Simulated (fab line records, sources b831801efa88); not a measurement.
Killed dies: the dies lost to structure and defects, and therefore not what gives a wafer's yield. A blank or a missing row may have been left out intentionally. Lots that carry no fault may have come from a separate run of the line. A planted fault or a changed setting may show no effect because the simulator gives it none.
Lot-split experiment ; flow sky130 ; 23 wafers read from 5 lots, route of 708 steps

## ON THE SPLIT
At SKY_VIA1_EXPOSE_09 (exposes mask VIM, target cd 150 nm), the setting doseMj was moved away from the recipe's 38 on 7 of the 23 wafers read, by -5.4% to +5.9%. The other wafers ran this setting at the recipe's value.

## FROM THE SPLIT TO THE READING: what the file shows between them, 2 steps
- SKY_VIA1_PEB_10
- SKY_VIA1_DEVELOP_11: develop time 60 s

## THE READING
At SKY_VIA1_CD_MEAS_12: cdNm in nanometres, against a target cd of 150 nm. Typical for fault-free wafers on this fab line: 150.2 nm, with standard deviation 1.3 nm.

wafer;tool, chamber at the split;doseMj as run;against the recipe;cdNm, nm;against lot-mates on the recipe
L076.2;krfScanner-02, 0;38;recipe;150.2;-
L076.4;krfScanner-02, 0;38;recipe;149.6;-
L076.5;krfScanner-02, 0;38;recipe;149.7;-
L077.1;krfScanner-01, 0;38;recipe;151.9;-
L077.2;krfScanner-01, 0;38;recipe;151.0;-
L077.4;krfScanner-01, 0;38;recipe;151.4;-
L077.5;krfScanner-01, 0;40.24;+5.9%;162.9;+11.5
L077.6;krfScanner-01, 0;40.24;+5.9%;162.6;+11.2
L082.1;krfScanner-02, 0;38;recipe;149.4;-
L082.2;krfScanner-02, 0;38;recipe;150.8;-
L082.3;krfScanner-02, 0;38;recipe;150.4;-
L082.4;krfScanner-02, 0;38;recipe;149.5;-
L082.6;krfScanner-02, 0;38;recipe;151.5;-
L083.1;krfScanner-01, 0;38;recipe;152.4;-
L083.2;krfScanner-01, 0;37.23;-2.0%;147.8;-3.4
L083.3;krfScanner-01, 0;38;recipe;150.5;-
L083.4;krfScanner-01, 0;38;recipe;150.7;-
L083.6;krfScanner-01, 0;37.23;-2.0%;146.9;-4.3
L084.1;krfScanner-02, 0;38;recipe;151.1;-
L084.2;krfScanner-02, 0;35.93;-5.4%;142.3;-9.9
L084.3;krfScanner-02, 0;35.93;-5.4%;141.5;-10.7
L084.5;krfScanner-02, 0;38;recipe;153.3;-
L084.6;krfScanner-02, 0;35.93;-5.4%;141.5;-10.7

THE FIT
A straight line over all 23 wafers: cdNm changes by +1.83 nm for each +1% of doseMj; r = +0.98; the points scatter about the line by 1 nm.
The same after taking each lot's own level away (the mean of its wafers on the recipe; 23 wafers): +1.92 nm for each +1%; r = +0.99; scatter 0.66 nm.
That fit puts the effect of the largest move of doseMj on the reading at 11 nm.
From 149.83 to 152.20 nm: that is the span of the lots' own levels, equal to 1.8 times the standard deviation above.
Hence the lot-to-lot level has little effect on the slope; both slopes agree.
Check: for one of the wafers moved furthest among these (+5.9%), held out of the fit, the line's prediction against its lot-mates is +11.2 nm. It came out at +11.5 nm against them.

## THE WHOLE CHAIN: every reading that the file lists as answering this split, in the file's order
step;what it does;reading;change (the file's fit);r (the file's)
SKY_VIA1_CD_MEAS_12;target cd 150 nm;cdNm;+1.92 nm for each +1% of the setting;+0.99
SKY_VIA1_ETCH_14;etches BARC in N2/H2, stops on SiO2, time 45.9 s, target depth 60 nm;VIA1.cdNm (the simulator's own value, which no gauge read);+1.9 nm for each +1% of the setting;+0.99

## FILE'S OWN FIT
cdNm changes by +1.92 nm for each +1% of doseMj, r = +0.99.
